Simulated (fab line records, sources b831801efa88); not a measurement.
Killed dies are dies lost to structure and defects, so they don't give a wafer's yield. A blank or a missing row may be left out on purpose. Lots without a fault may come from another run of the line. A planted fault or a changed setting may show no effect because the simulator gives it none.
A struck lot beside a sound one | flow gf180mcu | 16 steps out of a route of 602
Sound: wafers L130.1, L130.2, L130.3. Struck: wafers L133.1, L133.4, L133.5. The cause comes at the end.
At each step with rows: each side's tool, then ch and its chambers, then its first start. Under that, the readings that differ: sound wafers | struck wafers | difference of the means | sigmas: that difference in standard deviations of wafers without a fault.
alike: readings whose means differ by less than 2 such deviations, and words and numbers that are the same on both sides. not compared: withheld readings, readings that some wafer has no value for, bounds like >300 that may hide the same value, and numbers for which the record gives no deviation and whose values overlap.
The two part at a step that has a row with sigmas, a row that says differs or no value, or rows on one side only. Numbers that don't overlap but have no deviation are shown without sigmas and don't part them. A reading that every wafer of one side lacks parts them only if that side has two wafers or more.

first, 5 steps without rows for these wafers: GF_M5_COAT_02 (resist thk 1000 nm); GF_M5_SOFTBAKE_03 (time 59.06 s); GF_M5_EXPOSE_04 (exposes mask Metal5, target cd 280 nm); GF_M5_PEB_05 (peb time 90 s); GF_M5_DEVELOP_06 (develop time 60 s).
GF_M5_CD_MEAS_07: target cd 280 nm.
  sound on cd_sem-01, day 28 09:38; struck on cd_sem-02, day 29 07:08
  alike: cd_nm
GF_M5_OVL_MEAS_08:
  sound on overlay-02, day 28 09:46; struck on overlay-02, day 29 07:16
  reading     | sound  | struck    | difference | sigmas
  M5_OVL (nm) | 6 11 1 | -3 -11 -3 | -12        | -2
GF_M5_ETCH_09: etches Si3N4 in CF4/O2, target depth 52 nm, time 11.6 s.
  sound on rie_diel-02 ch 0,1,3, day 28 09:47; struck on rie_diel-01 ch 0,2, day 29 07:19
  alike: O2_flow_sccm, chamber_pressure_mTorr, drypump_motor_current_A, oes_product_au, throttle_valve_pct
  not compared: rf_hours_counter_h
GF_M5_METAL_ETCH_10: etches the open film in Cl2/BCl3, stops on SiO2, target depth 750.8 nm, time 125.1 s.
  sound on rie_metal-02 ch 0,1, day 28 09:49; struck on rie_metal-04 ch 0,1, day 29 07:20
  alike: chamber_pressure_mTorr, drypump_motor_current_A, mfc_cl2_sccm, oes_product_au, throttle_valve_pct
  not compared: rf_hours_counter_h
GF_M5_STRIP_11: strips in O2/N2.
  sound on plasma_asher-03 ch 0,1, day 28 09:57; struck on plasma_asher-04 ch 0,1, day 29 07:28
  alike: chamber_pressure_mTorr, drypump_motor_current_A, heater_power_w, oes_product_au, strip_time_to_endpoint_s
  not compared: rf_hours_counter_h
then, 2 steps without rows for these wafers: GF_M5_STRIP_12 (strips in post etch residue remover, time 1200 s); GF_M5_CLEAN_13 (cleans in DIW).
GF_V5_CVD_00: deposits SiO2, target thk 300 nm, time 50 s.
  sound on hdpcvd-02 ch 0,1,2, day 28 10:29; struck on hdpcvd-02 ch 0,1, day 29 08:02
  reading                             | sound             | struck            | difference | sigmas
  sih4_flow_sccm (sccm)               | 60.03 60.49 59.70 | 47.92 48.10 47.90 | -12.10     | -67
  model.SiO2_of_V5_CVD_00.thk_nm (nm) | 298.7 303.9 301.8 | 241.2 238.1 241.8 | -61.1      |
GF_V5_THK_MEAS_01:
  sound on film_metro-01, day 28 10:32; struck on film_metro-01, day 29 08:04
  reading            | sound       | struck      | difference | sigmas
  V5_CVD_00_THK (nm) | 298 304 302 | 241 238 242 | -61        | -18
GF_V5_CVD_02: deposits SiO2 from TEOS, target thk 1450 nm, time 163.28 s.
  sound on pecvd-04 ch 0,1,2, day 28 10:35; struck on pecvd-04 ch 0,2, day 29 08:08
  alike: heater_power_outer_w, heater_power_w
  not compared: since_wet_clean_h
then, 1 step without rows for these wafers: GF_PASSIVATION_PROBE_99.

WHERE THEY PART
First at GF_M5_OVL_MEAS_08; last, within this record, at GF_V5_THK_MEAS_01. Later steps at which nothing parts them and some readings are alike: GF_V5_CVD_02.

WHY: what the simulator had put in
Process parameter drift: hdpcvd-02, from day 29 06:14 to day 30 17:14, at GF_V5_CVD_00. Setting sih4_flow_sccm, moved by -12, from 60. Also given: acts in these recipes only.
